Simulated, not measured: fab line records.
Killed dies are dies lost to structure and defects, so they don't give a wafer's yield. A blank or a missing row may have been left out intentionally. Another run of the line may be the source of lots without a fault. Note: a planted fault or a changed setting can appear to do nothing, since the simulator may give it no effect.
Chamber matching	flow gf180mcu	GF_V4_CMP_26 on cmp-01 has 4 sister chambers
The step polishes, stops on SiO2, t overpolish 15 s, target thk 0 nm. 4 wafers are shown with their chamber, then 9 later ones without.

## WAFERS WITH THEIR CHAMBER
wafer	chamber	motorCurrentA (A)
L970.4	2	11.1
L970.6	1	10.5
L971.3	0	8.6
L971.5	3	10.3

## WAFERS WITHOUT THEIR CHAMBER
wafer	motorCurrentA (A)
L984.2	12.0
L984.3	8.9
L984.4	10.5
L986.2	10.6
L986.5	10.3
L986.6	12.0
L987.1	8.9
L987.3	11.8
L987.5	10.1

## WHICH CHAMBER EACH ONE RAN IN
wafer	from the rows above	in truth
L984.2	can't be placed: 2 or 1 or 3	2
L984.3	0	0
L984.4	can't be placed: 1 or 3 or 2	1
L986.2	can't be placed: 1 or 3 or 2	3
L986.5	can't be placed: 3 or 1 or 2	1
L986.6	can't be placed: 2 or 1 or 3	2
L987.1	0	0
L987.3	can't be placed: 2 or 1 or 3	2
L987.5	can't be placed: 3 or 1 or 2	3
Correct placement for 2 of the 9. These rows do not allow placing 7 (true chamber among the candidates in 7). 0 placed wrongly.
How it was worked out, from the rows above alone: a wafer's distance from a chamber is the root of the sum, over the readings, of the square of ((its reading less the chamber's mean) divided by the reading's scatter). If the next closest chamber is less than 2 further off than the closest, the wafer can't be placed; otherwise it belongs to the closest. A chamber's mean is the mean of its shown wafers. The scatter (one wafer shown for each chamber): square how far every hidden wafer sits from the nearest shown wafer, average those squares and take the square root.
